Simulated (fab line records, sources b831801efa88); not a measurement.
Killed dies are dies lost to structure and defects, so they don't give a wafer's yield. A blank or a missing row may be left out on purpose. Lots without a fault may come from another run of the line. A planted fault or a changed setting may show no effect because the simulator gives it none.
Chamber matching | flow sfq_line | SFQ_TRILAYER_I2_CMP_CMP_064 on cmp-02: 4 sister chambers
The step polishes SiO2. 4 wafers are shown with their chamber, then 10 later ones without.

WAFERS WITH THEIR CHAMBER
wafer  | chamber | motor_current_A (A)
L635.1 | 0       | 10.3
L640.5 | 3       | 10.4
L641.1 | 2       | 9.9
L641.2 | 1       | 9.7

WAFERS WITHOUT THEIR CHAMBER
wafer  | motor_current_A (A)
L641.5 | 9.8
L643.1 | 10.7
L643.2 | 11.2
L643.6 | 9.5
L645.3 | 9.8
L645.5 | 10.0
L645.6 | 10.8
L646.2 | 10.5
L646.1 | 11.6
L646.6 | 10.6

WHICH CHAMBER EACH WENT THROUGH
wafer  | from the rows above               | in truth
L641.5 | can't be placed: 2 or 1 or 0 or 3 | 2
L643.1 | can't be placed: 3 or 0 or 2 or 1 | 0
L643.2 | can't be placed: 3 or 0 or 2 or 1 | 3
L643.6 | can't be placed: 1 or 2 or 0 or 3 | 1
L645.3 | can't be placed: 2 or 1 or 0 or 3 | 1
L645.5 | can't be placed: 2 or 0 or 1 or 3 | 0
L645.6 | can't be placed: 3 or 0 or 2 or 1 | 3
L646.2 | can't be placed: 3 or 0 or 2 or 1 | 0
L646.1 | can't be placed: 3 or 0 or 2 or 1 | 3
L646.6 | can't be placed: 3 or 0 or 2 or 1 | 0
Placed correctly: 0 of 10. Can't be placed from these rows: 10 (the true chamber is among the candidates in 10). Placed wrongly: 0.
How it was worked out, from the rows above alone: a wafer's distance from a chamber is the root of the sum, over the readings, of the square of ((its reading less the chamber's mean) divided by the reading's scatter). The wafer belongs to the nearest chamber; if the next one is less than 2 further off, it can't be placed. A chamber's mean is the mean of its shown wafers. The scatter: with one shown wafer a chamber, the root of the mean of the squares of how far each hidden wafer lies from its nearest shown one.
